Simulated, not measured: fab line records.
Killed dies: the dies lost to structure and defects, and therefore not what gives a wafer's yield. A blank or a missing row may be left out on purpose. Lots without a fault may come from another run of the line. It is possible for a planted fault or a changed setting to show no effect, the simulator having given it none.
Matching of chambers || flow sky130 || SKY_VIA2_ETCH_15 on rie_diel-03: 4 sister chambers
The step etches SiO2 in C4F8/O2/Ar, stops on TiN, target depth 546 nm, time 84 s. 18 wafers are shown with their chamber, then 9 later ones without.

## WAFERS, EACH WITH ITS CHAMBER
{"wafer": "L077.1", "chamber": 3, "oes_product_au (a.u.)": 0.938}
{"wafer": "L077.2", "chamber": 2, "oes_product_au (a.u.)": 0.943}
{"wafer": "L077.4", "chamber": 1, "oes_product_au (a.u.)": 0.938}
{"wafer": "L080.2", "chamber": 1, "oes_product_au (a.u.)": 0.938}
{"wafer": "L080.3", "chamber": 2, "oes_product_au (a.u.)": 0.942}
{"wafer": "L080.4", "chamber": 3, "oes_product_au (a.u.)": 0.939}
{"wafer": "L085.2", "chamber": 2, "oes_product_au (a.u.)": 0.932}
{"wafer": "L085.4", "chamber": 1, "oes_product_au (a.u.)": 0.946}
{"wafer": "L085.5", "chamber": 3, "oes_product_au (a.u.)": 0.940}
{"wafer": "L087.2", "chamber": 1, "oes_product_au (a.u.)": 0.940}
{"wafer": "L087.3", "chamber": 0, "oes_product_au (a.u.)": 0.946}
{"wafer": "L087.5", "chamber": 0, "oes_product_au (a.u.)": 0.938}
{"wafer": "L089.1", "chamber": 3, "oes_product_au (a.u.)": 0.947}
{"wafer": "L089.5", "chamber": 2, "oes_product_au (a.u.)": 0.938}
{"wafer": "L089.6", "chamber": 1, "oes_product_au (a.u.)": 0.938}
{"wafer": "L091.1", "chamber": 1, "oes_product_au (a.u.)": 0.938}
{"wafer": "L091.5", "chamber": 1, "oes_product_au (a.u.)": 0.936}
{"wafer": "L091.6", "chamber": 2, "oes_product_au (a.u.)": 0.940}

SIGNATURES, as means of the wafers listed above
{"reading": "oes_product_au", "chamber 0": 0.94200, "chamber 1": 0.93914, "chamber 2": 0.93900, "chamber 3": 0.94100, "scatter within a chamber": 0.00397}
Rule: for each reading, subtract the chamber's mean from the wafer's reading, divide by that reading's scatter and square the result; add these up over the readings and take the root, which gives the wafer's distance from the chamber. The wafer belongs to the nearest chamber; if the next one is less than 2 further off, it can't be placed. The scatter: the root of (the sum of the squares of (reading less its chamber's mean) over the shown wafers, divided by (wafers less chambers)).

## WAFERS MISSING THEIR CHAMBER
{"wafer": "L095.1", "oes_product_au (a.u.)": 0.947}
{"wafer": "L095.4", "oes_product_au (a.u.)": 0.931}
{"wafer": "L095.5", "oes_product_au (a.u.)": 0.944}
{"wafer": "L097.1", "oes_product_au (a.u.)": 0.945}
{"wafer": "L097.2", "oes_product_au (a.u.)": 0.937}
{"wafer": "L097.3", "oes_product_au (a.u.)": 0.942}
{"wafer": "L097.4", "oes_product_au (a.u.)": 0.944}
{"wafer": "L097.5", "oes_product_au (a.u.)": 0.939}
{"wafer": "L097.6", "oes_product_au (a.u.)": 0.934}

## THE CHAMBER EACH PASSED THROUGH
{"wafer": "L095.1", "from the rows above": "can't be placed: 0 or 3 or 1 or 2", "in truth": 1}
{"wafer": "L095.4", "from the rows above": "can't be placed: 2 or 1 or 3 or 0", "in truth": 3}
{"wafer": "L095.5", "from the rows above": "can't be placed: 0 or 3 or 1 or 2", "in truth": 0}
{"wafer": "L097.1", "from the rows above": "can't be placed: 0 or 3 or 1 or 2", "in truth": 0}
{"wafer": "L097.2", "from the rows above": "can't be placed: 2 or 1 or 3 or 0", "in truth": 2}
{"wafer": "L097.3", "from the rows above": "can't be placed: 0 or 3 or 1 or 2", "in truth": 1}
{"wafer": "L097.4", "from the rows above": "can't be placed: 0 or 3 or 1 or 2", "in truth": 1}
{"wafer": "L097.5", "from the rows above": "can't be placed: 2 or 1 or 3 or 0", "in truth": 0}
{"wafer": "L097.6", "from the rows above": "can't be placed: 2 or 1 or 3 or 0", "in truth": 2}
Correctly placed: 0 of 9. Can't be placed from these rows: 9 (the true chamber is among the candidates in 9). Wrongly placed: 0.
